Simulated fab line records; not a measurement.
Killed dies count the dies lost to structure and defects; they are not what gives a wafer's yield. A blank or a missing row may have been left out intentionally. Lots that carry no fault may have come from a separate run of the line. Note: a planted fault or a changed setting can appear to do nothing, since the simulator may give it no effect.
What tool caused it? / flow gf180mcu / Sampling: 13 lots, 39 wafers, 3 of 602 route steps

## WHAT EACH GAUGE READ, for each wafer
GF_V2_THK_MEAS_03.
lot=L644; measured=day 19 11:32; on=film_metro-01; V2_CVD_02_THK (nm)=858 867 864
lot=L645; measured=day 20 01:41; on=film_metro-02; V2_CVD_02_THK (nm)=837 855 844
lot=L646; measured=day 20 08:41; on=film_metro-02; V2_CVD_02_THK (nm)=853 858 866
lot=L647; measured=day 21 01:20; on=film_metro-01; V2_CVD_02_THK (nm)=865 861 848
lot=L648; measured=day 21 08:24; on=film_metro-02; V2_CVD_02_THK (nm)=845 847 866
lot=L650; measured=day 22 09:07; on=film_metro-03; V2_CVD_02_THK (nm)=844 833 861
lot=L653; measured=day 23 06:22; on=film_metro-01; V2_CVD_02_THK (nm)=830 851 843
lot=L656; measured=day 23 23:35; on=film_metro-01; V2_CVD_02_THK (nm)=842 843 857
lot=L659; measured=day 25 08:38; on=film_metro-03; V2_CVD_02_THK (nm)=841 851 851
lot=L660; measured=day 25 10:10; on=film_metro-03; V2_CVD_02_THK (nm)=827 841 844
lot=L661; measured=day 25 17:48; on=film_metro-03; V2_CVD_02_THK (nm)=846 846 859
lot=L664; measured=day 26 11:16; on=film_metro-02; V2_CVD_02_THK (nm)=859 856 869
lot=L667; measured=day 27 11:58; on=film_metro-03; V2_CVD_02_THK (nm)=828 851 839

GF_M4_THK_MEAS_06: measures by xrf.
lot=L644; measured=day 22 16:55; on=film_metro-02; M4_ALCU_THK (nm)=447 445 442
lot=L645; measured=day 23 06:59; on=film_metro-04; M4_ALCU_THK (nm)=441 442 440
lot=L646; measured=day 23 13:42; on=film_metro-01; M4_ALCU_THK (nm)=440 440 441
lot=L647; measured=day 24 05:28; on=film_metro-01; M4_ALCU_THK (nm)=449 444 444
lot=L648; measured=day 24 11:47; on=film_metro-04; M4_ALCU_THK (nm)=436 426 430
lot=L650; measured=day 25 10:10; on=film_metro-04; M4_ALCU_THK (nm)=433 433 440
lot=L653; measured=day 26 07:18; on=film_metro-01; M4_ALCU_THK (nm)=446 438 446
lot=L656; measured=day 26 21:19; on=film_metro-04; M4_ALCU_THK (nm)=445 437 444
lot=L659; measured=day 28 03:28; on=film_metro-04; M4_ALCU_THK (nm)=438 439 439
lot=L660; measured=day 28 06:47; on=film_metro-02; M4_ALCU_THK (nm)=455 450 446
lot=L661; measured=day 28 13:10; on=film_metro-02; M4_ALCU_THK (nm)=436 447 435
lot=L664; measured=day 29 05:37; on=film_metro-02; M4_ALCU_THK (nm)=446 444 437
lot=L667; measured=day 30 05:20; on=film_metro-02; M4_ALCU_THK (nm)=450 444 439

## EACH LOT AND THE TOOL THAT RAN IT (in order: tool; ch and the chambers of the sampled wafers; start)
lot=L644; GF_V2_SPUTTER_21=pvd_sputter-03, day 20 12:44
lot=L645; GF_V2_SPUTTER_21=pvd_sputter-02, day 21 02:52
lot=L646; GF_V2_SPUTTER_21=pvd_sputter-03, day 21 10:35
lot=L647; GF_V2_SPUTTER_21=pvd_sputter-02, day 22 02:38
lot=L648; GF_V2_SPUTTER_21=pvd_sputter-03, day 22 09:14
lot=L650; GF_V2_SPUTTER_21=pvd_sputter-02, day 23 08:58
lot=L653; GF_V2_SPUTTER_21=pvd_sputter-03, day 24 07:41
lot=L656; GF_V2_SPUTTER_21=pvd_sputter-02, day 24 23:10
lot=L659; GF_V2_SPUTTER_21=pvd_sputter-03, day 26 07:10
lot=L660; GF_V2_SPUTTER_21=pvd_sputter-03, day 26 08:56
lot=L661; GF_V2_SPUTTER_21=pvd_sputter-04, day 26 16:56
lot=L664; GF_V2_SPUTTER_21=pvd_sputter-02, day 27 09:32
lot=L667; GF_V2_SPUTTER_21=pvd_sputter-04, day 28 10:20
- GF_V2_SPUTTER_21: material Ti, target thk 15 nm, time 80.02 s.

## WHAT THE TOOLS THEMSELVES READ (means of the sampled wafers that have a number; where no wafer has one, the mark that the record gives instead)
GF_V2_SPUTTER_21.
lot=L644; tool=pvd_sputter-03; throttle_valve_pct (%)=31.2
lot=L645; tool=pvd_sputter-02; throttle_valve_pct (%)=29.1
lot=L646; tool=pvd_sputter-03; throttle_valve_pct (%)=31.5
lot=L647; tool=pvd_sputter-02; throttle_valve_pct (%)=29.5
lot=L648; tool=pvd_sputter-03; throttle_valve_pct (%)=30.5
lot=L650; tool=pvd_sputter-02; throttle_valve_pct (%)=30.2
lot=L653; tool=pvd_sputter-03; throttle_valve_pct (%)=30.4
lot=L656; tool=pvd_sputter-02; throttle_valve_pct (%)=29.3
lot=L659; tool=pvd_sputter-03; throttle_valve_pct (%)=30.9
lot=L660; tool=pvd_sputter-03; throttle_valve_pct (%)=30.6
lot=L661; tool=pvd_sputter-04; throttle_valve_pct (%)=31.2
lot=L664; tool=pvd_sputter-02; throttle_valve_pct (%)=30.0
lot=L667; tool=pvd_sputter-04; throttle_valve_pct (%)=29.6

## THE ANSWER, worked out from the rows above alone
Rule: the usual values come from the lots themselves. The widest of any qualifying gaps counts: lots, ordered by their means at a reading, are off when they make up no more than a third of the lots, leave a main group of 4 or more, and stand apart from it by 3 or more times the standard deviation of that group's means. A main group whose means are all the same, to the digits that the tables above print for the reading, isn't used. A lot without any number at a reading at which 4 lots or more have one is off too. Any other lot the step has rows for is counted as sound. After the gauges, taken in route order, come the tools' own readings; for these a lot's mean is taken, as printed above. At the first step where some lot is off, the reading lying furthest off is the one used; lots without a number count as furthest.
Across all readings shown, no lot is off: no conclusion can be drawn from this.

## WHAT THE SIMULATOR HAD PUT IN
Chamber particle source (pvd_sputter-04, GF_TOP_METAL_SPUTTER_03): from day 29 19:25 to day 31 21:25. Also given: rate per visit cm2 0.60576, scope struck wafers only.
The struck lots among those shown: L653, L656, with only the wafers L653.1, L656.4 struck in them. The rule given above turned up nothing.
